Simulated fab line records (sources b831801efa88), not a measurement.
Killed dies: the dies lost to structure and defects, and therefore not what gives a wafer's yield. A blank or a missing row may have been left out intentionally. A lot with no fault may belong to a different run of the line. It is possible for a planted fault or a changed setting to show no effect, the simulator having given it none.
What tool caused it? + flow sky130 + Sampling: 14 lots, 42 wafers, 2 of 708 route steps

WHAT THE GAUGES READ, wafer by wafer
Not one reading of a measure or inspect step in the record can be checked against a usual standard deviation.

EACH LOT AND THE TOOL THAT RAN IT (in order: tool; ch and the chambers of the sampled wafers; start)
| lot  | SKY_VIA1_STRIP_16                    | SKY_PAD_OPEN_PROBE_99   |
|------|--------------------------------------|-------------------------|
| L621 | plasma-asher-01 ch 0,1, day 33 21:28 | -                       |
| L623 | plasma-asher-04 ch 0,1, day 34 11:23 | -                       |
| L624 | plasma-asher-04 ch 0,1, day 35 00:04 | -                       |
| L625 | plasma-asher-03 ch 1, day 35 03:22   | -                       |
| L627 | plasma-asher-03 ch 0,1, day 36 02:49 | -                       |
| L632 | plasma-asher-04 ch 0,1, day 37 13:52 | -                       |
| L633 | plasma-asher-04 ch 0,1, day 37 17:16 | -                       |
| L636 | plasma-asher-03 ch 0,1, day 38 20:38 | -                       |
| L637 | plasma-asher-03 ch 0,1, day 39 03:23 | prober-02, day 49 16:43 |
| L639 | plasma-asher-03 ch 0,1, day 39 14:41 | -                       |
| L640 | plasma-asher-03 ch 0,1, day 39 19:38 | -                       |
| L642 | plasma-asher-04 ch 0,1, day 40 14:14 | -                       |
| L643 | plasma-asher-04 ch 0,1, day 40 20:26 | -                       |
| L644 | plasma-asher-04 ch 0,1, day 40 22:43 | -                       |
- SKY_VIA1_STRIP_16: strips in O2/N2.
- SKY_PAD_OPEN_PROBE_99

AS READ BY THE TOOLS THEMSELVES (means over the sampled wafers that have a number; for cases with no such wafer, the mark the record gives instead)
SKY_VIA1_STRIP_16.
| lot  | tool            | drypump-motor-current-A (A) | o2-flow-sccm (sccm) | oes-product-au (a.u.) | strip-time-to-endpoint-s (s) |
|------|-----------------|-----------------------------|---------------------|-----------------------|------------------------------|
| L621 | plasma-asher-01 | 6.2                         | 3002                | 0.416                 | 4.439                        |
| L623 | plasma-asher-04 | 5.2                         | 2989                | 0.418                 | 4.471                        |
| L624 | plasma-asher-04 | 5.2                         | 3010                | 0.419                 | 4.456                        |
| L625 | plasma-asher-03 | 5.9                         | 3005                | 0.415                 | 4.476                        |
| L627 | plasma-asher-03 | 6.4                         | 3000                | 0.411                 | 4.485                        |
| L632 | plasma-asher-04 | 5.1                         | 3202                | 0.418                 | 4.416                        |
| L633 | plasma-asher-04 | 5.1                         | 3202                | 0.418                 | 4.449                        |
| L636 | plasma-asher-03 | 6.2                         | 3002                | 0.414                 | 4.437                        |
| L637 | plasma-asher-03 | 6.2                         | 2997                | 0.414                 | 4.455                        |
| L639 | plasma-asher-03 | 6.4                         | 2996                | 0.415                 | 4.465                        |
| L640 | plasma-asher-03 | 6.4                         | 3012                | 0.416                 | 4.455                        |
| L642 | plasma-asher-04 | 5.2                         | 2996                | 0.416                 | 4.449                        |
| L643 | plasma-asher-04 | 5.1                         | 3010                | 0.413                 | 4.450                        |
| L644 | plasma-asher-04 | 5.1                         | 2999                | 0.419                 | 4.470                        |

SKY_PAD_OPEN_PROBE_99.
| lot  | tool      | defect-limited-yield (%) | killed_at_M0_to_M3 | killed_at_M4_up | killed-at-contacts | killed-at-front-end | killed-at-other | killed-dies | killed-open | killed-short | sort_bin_3_pad_short (%) | sort_bin_5_function (%) | sort_bin_6_memory (%) | sort-n-pass | sort-yield-pct (%) |
|------|-----------|--------------------------|--------------------|-----------------|--------------------|---------------------|-----------------|-------------|-------------|--------------|--------------------------|-------------------------|-----------------------|-------------|--------------------|
| L637 | prober-02 | 83.1                     | 44                 | 3.0             | 22                 | 14                  | 0.0             | 83          | 49          | 35           | 0.8                      | 10.7                    | 5.4                   | 409         | 83.1               |

THE ANSWER, worked out from the rows above alone
Rule: usual is defined by the lots themselves. Put in order of their means at a reading, lots are off if they are a third of the lots or fewer, leave a main group of 4 or more, and stand apart from it by a gap of 3 or more times the standard deviation of the main group's means; of several such gaps the widest counts. Not used: any main group whose means are identical at the precision the tables above print for the reading. Also off: a lot with no number at a reading for which 4 or more lots have one. Any other lot the step has rows for is counted as sound. The gauges are gone through in route order, then the tools' own readings, and for those a lot's mean is taken as printed above. The first step at which some lot is off is used, and at that step the reading that is off furthest; a lot without a number counts as furthest.
Off, at SKY_VIA1_STRIP_16 on o2-flow-sccm: L632, L633. The main group: mean 3002 sccm, standard deviation 6.5.
A tool fits if, at that step or a process step before it, it ran every lot that is off, and no sound lot after the first of them. None of those tried fits.

WHAT WAS PUT IN BY THE SIMULATOR
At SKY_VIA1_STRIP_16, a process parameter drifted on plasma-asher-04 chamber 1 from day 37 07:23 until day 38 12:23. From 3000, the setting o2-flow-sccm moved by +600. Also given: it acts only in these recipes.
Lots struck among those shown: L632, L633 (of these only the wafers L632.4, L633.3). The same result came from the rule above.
